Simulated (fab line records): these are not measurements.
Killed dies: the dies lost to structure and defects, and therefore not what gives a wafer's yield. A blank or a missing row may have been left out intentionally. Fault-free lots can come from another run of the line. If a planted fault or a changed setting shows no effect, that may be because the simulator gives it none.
Which tool is to blame? ; flow gf180mcu ; Sampling: 10 lots, 29 wafers, 3 of 602 route steps

WHAT THE GAUGES READ, wafer by wafer
GF_TOP_METAL_RS_MEAS_05: uses a four-point probe to measure.
lot;measured;on;TOP_METAL_ALCU_RS (ohm/sq)
L200;day 26 23:47;filmMetro-02;0.0332 0.0328 0.0329
L204;day 28 10:48;filmMetro-02;0.0333 0.0330 0.0329
L206;day 29 03:13;filmMetro-02;0.0333 0.0332 0.0334
L208;day 29 18:30;filmMetro-02;0.0323 0.0323 0.0323
L215;day 31 10:42;filmMetro-02;0.0506 0.0500 0.0326 0.0507 0.0501 0.0326
L216;day 31 15:05;filmMetro-02;0.0504 0.0506 0.0506 0.0506
L218;day 32 14:55;filmMetro-02;0.0327 0.0326 0.0329
L220;day 32 20:43;filmMetro-02;0.0323 0.0326 0.0324
L221;day 32 22:03;filmMetro-03;0.0334 0.0333 0.0333
L223;day 33 20:21;filmMetro-02;0.0330 0.0330 0.0326

WHAT TOOL EACH LOT RAN ON (gives the tool, then ch and the chambers of the sampled wafers, and finally the start)
lot;GF_TOP_METAL_SPUTTER_02;GF_TOP_METAL_SPUTTER_04
L200;pvdSputter-03, day 26 23:37;pvdSputter-03, day 26 23:41
L204;pvdSputter-04, day 28 10:43;pvdSputter-04, day 28 10:46
L206;pvdSputter-03, day 29 03:04;pvdSputter-03, day 29 03:08
L208;pvdSputter-04, day 29 18:25;pvdSputter-04, day 29 18:29
L215;pvdSputter-03, day 31 10:37;pvdSputter-03, day 31 10:40
L216;pvdSputter-03, day 31 15:00;pvdSputter-03, day 31 15:04
L218;pvdSputter-01, day 32 14:49;pvdSputter-01, day 32 14:53
L220;pvdSputter-01, day 32 20:36;pvdSputter-01, day 32 20:40
L221;pvdSputter-04, day 32 21:58;pvdSputter-04, day 32 22:01
L223;pvdSputter-01, day 33 20:16;pvdSputter-01, day 33 20:19
- GF_TOP_METAL_SPUTTER_02: material AlCu, target thk 900 nm, time 47.82 s.
- GF_TOP_METAL_SPUTTER_04: material TiN, target thk 25 nm, time 20.8 s.

THE ANSWER, worked out from the rows above alone
Rule: usual is defined by the lots themselves. The widest of any qualifying gaps counts: lots, ordered by their means at a reading, are off when they make up no more than a third of the lots, leave a main group of 4 or more, and stand apart from it by 3 or more times the standard deviation of that group's means. A main group is skipped when, at the precision printed for the reading in the tables above, its means are all equal. Also off: a lot with no number at a reading for which 4 or more lots have one. All remaining lots with rows at the step are treated as sound.
Off: at GF_TOP_METAL_RS_MEAS_05 (TOP_METAL_ALCU_RS), L215, L216. For the main group the mean is 0.0329 ohm/sq and the standard deviation 0.00035.
A tool fits if, at a process step before that reading, it ran every lot that is off, and no sound lot after the first of them. The gauges at GF_TOP_METAL_RS_MEAS_05 are tried like those tools. One candidate fits, namely pvdSputter-03 at GF_TOP_METAL_SPUTTER_02 and GF_TOP_METAL_SPUTTER_04. At GF_TOP_METAL_SPUTTER_02 its last sound lot is L206 (day 29 03:04), its first lot that is off L215 (day 31 10:37): a fault that began between those two fits.

WHAT HAD BEEN PUT IN BY THE SIMULATOR
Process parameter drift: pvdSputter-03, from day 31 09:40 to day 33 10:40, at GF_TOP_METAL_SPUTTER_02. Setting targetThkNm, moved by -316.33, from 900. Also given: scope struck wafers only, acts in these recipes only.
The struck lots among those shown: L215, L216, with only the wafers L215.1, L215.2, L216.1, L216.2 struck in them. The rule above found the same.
